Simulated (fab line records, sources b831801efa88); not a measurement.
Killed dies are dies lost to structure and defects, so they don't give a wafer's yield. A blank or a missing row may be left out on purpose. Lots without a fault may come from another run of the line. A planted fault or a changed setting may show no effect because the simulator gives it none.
One fault seen from 2 desks | flow gf180mcu | each desk has only its own numbers; what lay behind them comes last

THE TOOL OWNER'S DESK: furnace-02
The tool's own readings at GF_DUAL_GATE_OXIDATION_02 (stabilise 600 s, purge 300 s, target thk 10.887 nm): means of the sampled wafers that have a number, for each lot that ran on this tool. A lot is out of limits, marked OUT, if its mean lies more than 4 standard deviations from the usual mean; the brackets give that distance.
Columns: A = zone_power_lower_pct at GF_DUAL_GATE_OXIDATION_02, usual 15.8 %
lot  | first seen here | A
L775 | day 8 18:39     | 16.6
L778 | day 9 16:19     | 16.4
L780 | day 10 05:35    | 16.4
L781 | day 10 10:38    | 16.3
L792 | day 14 02:05    | 16.4
L794 | day 14 06:25    | 16.6
This desk's finding: nothing out of limits on any of the 6 lots.

THE METROLOGY DESK
What the gauges read, lot by lot, whatever tool the lot ran on: means of the sampled wafers that have a number. A lot is out of limits, marked OUT, if its mean lies more than 4 standard deviations from the usual mean; the brackets give that distance.
Columns: A = DUAL_GATE_OXIDATION_00_THK at GF_DUAL_GATE_THK_MEAS_03, usual 10.91 nm
lot  | first seen here | A
L772 | day 8 00:44     | 11.08
L773 | day 8 05:07     | 11.15
L775 | day 8 20:06     | 10.88
L777 | day 9 06:10     | 11.09
L778 | day 9 17:47     | 11.24
L779 | day 10 00:33    | 10.90
L780 | day 10 07:03    | 12.34 (+7.5) OUT
L781 | day 10 12:05    | 12.65 (+9.2) OUT
L782 | day 10 17:42    | 10.71
L791 | day 13 03:10    | 10.81
L792 | day 14 03:32    | 10.84
L794 | day 14 07:52    | 10.67
This desk's finding: out of limits on L780, L781; first on L780, day 10 07:03 (DUAL_GATE_OXIDATION_00_THK at GF_DUAL_GATE_THK_MEAS_03). In limits: L772, L773, L775, L777, L778, L779, L782, L791, L792, L794.

PUT TOGETHER
The metrology desk could have raised an alarm at day 10 07:03, on L780, L781.
The tool owner's desk saw nothing out of limits.
The tool owner's desk has L780, L781 on record, within its limits.
Of the lots named, all ran GF_DUAL_GATE_OXIDATION_02 on furnace-02.

WHAT THE SIMULATOR HAD PUT IN
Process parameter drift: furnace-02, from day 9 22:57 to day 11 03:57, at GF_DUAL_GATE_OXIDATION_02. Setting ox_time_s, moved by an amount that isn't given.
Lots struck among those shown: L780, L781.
Hours from the fault's start to each desk's first reading out of limits: the metrology desk, 8.
